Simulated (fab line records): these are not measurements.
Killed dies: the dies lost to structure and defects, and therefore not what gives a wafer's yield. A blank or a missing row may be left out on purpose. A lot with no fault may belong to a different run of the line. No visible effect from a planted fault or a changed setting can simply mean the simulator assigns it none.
Which tool is to blame? ; flow gf180mcu ; Sampling: 12 lots, 36 wafers, 6 of 602 route steps

## WHAT THE GAUGES SHOWED, per wafer
GF_V2_CD_MEAS_14: the cd target is 260 nm. Usual: cd nm reads 260.1 nm (standard deviation 1.3).
lot;measured;on;cd nm (nm);flag
L244;day 20 02:50;cd sem-01;258.6 259.3 258.9;
L246;day 21 01:46;cd sem-01;261.9 262.0 262.1;
L247;day 21 09:32;cd sem-01;258.9 260.2 260.1;
L248;day 21 22:02;cd sem-02;260.4 261.1 260.9;
L249;day 22 04:57;cd sem-01;260.6 260.1 261.7;
L252;day 23 04:08;cd sem-02;260.1 257.3 259.5;
L254;day 24 05:14;cd sem-01;261.0 259.8 259.9;
L255;day 24 06:41;cd sem-01;259.9 260.7 260.0;
L262;day 26 12:52;cd sem-01;259.5 261.8 259.0;
L263;day 26 22:34;cd sem-01;259.3 258.6 259.1;
L264;day 27 06:16;cd sem-02;259.6 260.6 261.9;
L265;day 27 17:08;cd sem-01;258.2 259.3 259.6;

GF_V3_THK_MEAS_01. Usual: V3_CVD_00_THK gives 600 nm (standard deviation 5.1).
lot;measured;on;V3_CVD_00_THK (nm);flag
L244;day 21 05:05;film metro-01;598 599 591;
L246;day 22 03:34;film metro-03;597 606 602;
L247;day 22 11:22;film metro-01;604 597 603;
L248;day 23 00:01;film metro-03;609 605 606;
L249;day 23 06:50;film metro-01;598 597 596;
L252;day 24 05:25;film metro-04;1195 1195 1205;OFF
L254;day 25 05:43;film metro-03;1195 1180 1187;OFF
L255;day 25 07:34;film metro-03;1204 1214 1209;OFF
L262;day 27 11:39;film metro-03;600 602 604;
L263;day 27 21:14;film metro-01;604 607 608;
L264;day 28 04:41;film metro-04;607 604 605;
L265;day 28 14:42;film metro-01;599 600 595;

GF_V3_BOW_MEAS_05. Usual: V3_BOW gives 117 um (standard deviation 8.6).
lot;measured;on;V3_BOW (um);flag
L244;day 21 05:35;film metro-04;132 116 122;
L246;day 22 04:03;film metro-03;118 128 128;
L247;day 22 11:52;film metro-04;117 112 105;
L248;day 23 00:31;film metro-03;112 121 134;
L249;day 23 07:20;film metro-01;131 119 104;
L252;day 24 05:54;film metro-04;152 126 144;
L254;day 25 06:13;film metro-03;155 152 157;OFF
L255;day 25 08:15;film metro-04;133 149 148;OFF
L262;day 27 12:08;film metro-04;109 112 123;
L263;day 27 21:52;film metro-03;110 110 110;
L264;day 28 05:12;film metro-04;109 109 109;
L265;day 28 15:19;film metro-03;126 128 118;

## EACH LOT AND THE TOOL THAT RAN IT (in order: tool; ch and the chambers of the sampled wafers; start)
lot;GF_V2_STRIP_18;GF_V3_CVD_00;GF_V3_CMP_04
L244;plasma asher-03 ch 0,1, day 20 03:07;hdpcvd-02 ch 0,1,2, day 21 05:01;cmp-01 ch 0,1,3, day 21 05:17
L246;plasma asher-02 ch 0,1, day 21 02:04;hdpcvd-01 ch 1,2, day 22 03:27;cmp-02 ch 2,3, day 22 03:48
L247;plasma asher-03 ch 0,1, day 21 09:49;hdpcvd-01 ch 0,1, day 22 11:17;cmp-02 ch 0,1,3, day 22 11:34
L248;plasma asher-03 ch 0,1, day 21 22:19;hdpcvd-02 ch 0,1, day 22 23:56;cmp-01 ch 2,3, day 23 00:13
L249;plasma asher-03 ch 0,1, day 22 05:13;hdpcvd-01 ch 0,1, day 23 06:45;cmp-01 ch 1,2, day 23 07:01
L252;plasma asher-01 ch 0,1, day 23 04:25;hdpcvd-01 ch 0,1,2, day 24 05:05;cmp-01 ch 0,2,3, day 24 05:35
L254;plasma asher-02 ch 0,1, day 24 05:31;hdpcvd-01 ch 0,1,2, day 25 05:24;cmp-02 ch 0,1,2, day 25 06:00
L255;plasma asher-01 ch 0,1, day 24 06:59;hdpcvd-02 ch 1,2, day 25 07:16;cmp-01 ch 1,2,3, day 25 07:47
L262;plasma asher-02 ch 0,1, day 26 13:10;hdpcvd-02 ch 0,1, day 27 11:35;cmp-01 ch 0,2,3, day 27 11:50
L263;plasma asher-01 ch 0,1, day 26 22:50;hdpcvd-01 ch 0,1, day 27 21:08;cmp-02 ch 1,3, day 27 21:25
L264;plasma asher-03 ch 0,1, day 27 06:36;hdpcvd-01 ch 0,1,2, day 28 04:35;cmp-02 ch 0,3, day 28 04:52
L265;plasma asher-01 ch 0,1, day 27 17:26;hdpcvd-01 ch 0,1,2, day 28 14:38;cmp-01 ch 2,3, day 28 15:01
- GF_V2_STRIP_18: strips in O2/N2.
- GF_V3_CVD_00: deposits SiO2, target thk 600 nm, time 100 s.
- GF_V3_CMP_04: polishes SiO2.

## AS READ BY THE TOOLS THEMSELVES (means over the sampled wafers that have a number; for cases with no such wafer, the mark the record gives instead)
GF_V2_STRIP_18. Usual: drypump motor current A 5.6 A, standard deviation 0.69; heater power w 329 W, standard deviation 29; oes product au 0.599 a.u., standard deviation 0.0047.
lot;tool;drypump motor current A (A);heater power w (W);oes product au (a.u.);flag
L244;plasma asher-03;4.9;305;0.595;
L246;plasma asher-02;6.1;333;0.597;
L247;plasma asher-03;5.0;304;0.593;
L248;plasma asher-03;4.9;302;0.598;
L249;plasma asher-03;4.9;300;0.600;
L252;plasma asher-01;6.4;339;0.599;
L254;plasma asher-02;6.1;330;0.600;
L255;plasma asher-01;6.0;360;0.602;
L262;plasma asher-02;6.1;334;0.601;
L263;plasma asher-01;6.4;343;0.596;
L264;plasma asher-03;5.0;303;0.600;
L265;plasma asher-01;6.0;356;0.600;

GF_V3_CMP_04. Usual: motor current A 11.3 A, standard deviation 1.1; retaining ring pressure frac 1.000, standard deviation 0.0049; time to endpoint s 81 s, standard deviation 4.9.
lot;tool;motor current A (A);retaining ring pressure frac;time to endpoint s (s);flag
L244;cmp-01;11.1;0.996;79;
L246;cmp-02;9.9;0.997;81;
L247;cmp-02;11.5;1.003;85;
L248;cmp-01;11.9;0.997;74;
L249;cmp-01;11.2;0.999;80;
L252;cmp-01;11.8;0.997;79;
L254;cmp-02;11.7;0.997;76;
L255;cmp-01;11.0;1.000;82;
L262;cmp-01;11.6;0.995;80;
L263;cmp-02;10.0;0.998;81;
L264;cmp-02;9.7;1.005;87;
L265;cmp-01;11.9;1.000;81;

## THE ANSWER, worked out from the rows above alone
Rule: a lot is off if the mean of its wafers that have a number lies more than 3 standard deviations from the usual mean. A lot without any number at a reading at which 4 lots or more have one is off too. All remaining lots with rows at the step are treated as sound. Order of review: gauges by route order, followed by the tools' own readings, for which a lot's mean as printed above is used. The first step at which some lot is off is used, and at that step the reading that is off furthest; a lot without a number counts as furthest.
Off: at GF_V3_THK_MEAS_01 (V3_CVD_00_THK), L252, L254, L255.
A tool fits if, at a process step before that reading, it ran every lot that is off, and no sound lot after the first of them. The gauges at GF_V3_THK_MEAS_01 are tried like those tools. Not one of the candidates tried fits.

## WHAT THE SIMULATOR HAD INSERTED
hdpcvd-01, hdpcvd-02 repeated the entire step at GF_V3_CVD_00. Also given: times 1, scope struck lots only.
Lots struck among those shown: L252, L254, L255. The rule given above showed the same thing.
